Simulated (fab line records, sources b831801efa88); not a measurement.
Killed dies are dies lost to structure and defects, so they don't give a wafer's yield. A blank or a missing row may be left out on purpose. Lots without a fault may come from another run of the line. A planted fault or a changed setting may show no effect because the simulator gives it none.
Which tool did it? | flow sky130 | 11 lots, 33 wafers sampled, at 2 steps of a route of 708

WHAT THE GAUGES READ, wafer by wafer
SKY_POLY_GATE_THK_MEAS_01.
lot  | measured     | on            | POLY_GATE_CVD_00_THK (nm)
L240 | day 13 21:08 | film_metro-02 | 181.9 181.6 181.8
L242 | day 15 01:08 | film_metro-01 | 182.1 180.7 181.7
L244 | day 16 00:26 | film_metro-02 | 179.1 179.7 179.3
L247 | day 16 17:53 | film_metro-02 | 179.8 179.0 177.6
L249 | day 17 10:26 | film_metro-04 | 183.7 183.1 183.1
L251 | day 17 22:19 | film_metro-04 | 178.5 179.2 177.1
L253 | day 19 11:52 | film_metro-04 | 175.3 175.7 174.2
L260 | day 22 00:06 | film_metro-04 | 180.0 180.8 179.8
L261 | day 22 07:07 | film_metro-01 | 180.4 178.2 179.0
L262 | day 22 07:05 | film_metro-02 | 179.3 180.4 177.9
L263 | day 22 16:10 | film_metro-02 | 179.8 180.0 180.2

WHICH TOOL RAN EACH LOT (tool, then ch and the chambers of the sampled wafers, then the start)
lot  | SKY_VT_ADJUST_NCORE_STRIP_10
L240 | plasma_asher-03 ch 0,1, day 8 11:47
L242 | plasma_asher-01 ch 0,1, day 9 10:59
L244 | plasma_asher-02 ch 0,1, day 10 03:59
L247 | plasma_asher-02 ch 0,1, day 10 21:35
L249 | plasma_asher-02 ch 0,1, day 11 10:50
L251 | plasma_asher-03 ch 0,1, day 11 19:59
L253 | plasma_asher-03 ch 0,1, day 13 03:11
L260 | plasma_asher-03 ch 0, day 15 04:41
L261 | plasma_asher-01 ch 0,1, day 15 07:59
L262 | plasma_asher-01 ch 0,1, day 15 13:17
L263 | plasma_asher-03 ch 0,1, day 15 18:43
- SKY_VT_ADJUST_NCORE_STRIP_10: strips in O2/N2.

THE ANSWER, worked out from the rows above alone
Rule: what is usual is taken from the lots themselves. Put in order of their means at a reading, lots are off if they are a third of the lots or fewer, leave a main group of 4 or more, and stand apart from it by a gap of 3 or more times the standard deviation of the main group's means; of several such gaps the widest counts. A main group whose means are all the same, to the digits that the tables above print for the reading, isn't used. A lot without any number at a reading at which 4 lots or more have one is off too. The other lots that the step has rows for count as sound.
No lot is off at any reading shown: from this, nothing can be told.

WHAT THE SIMULATOR HAD PUT IN
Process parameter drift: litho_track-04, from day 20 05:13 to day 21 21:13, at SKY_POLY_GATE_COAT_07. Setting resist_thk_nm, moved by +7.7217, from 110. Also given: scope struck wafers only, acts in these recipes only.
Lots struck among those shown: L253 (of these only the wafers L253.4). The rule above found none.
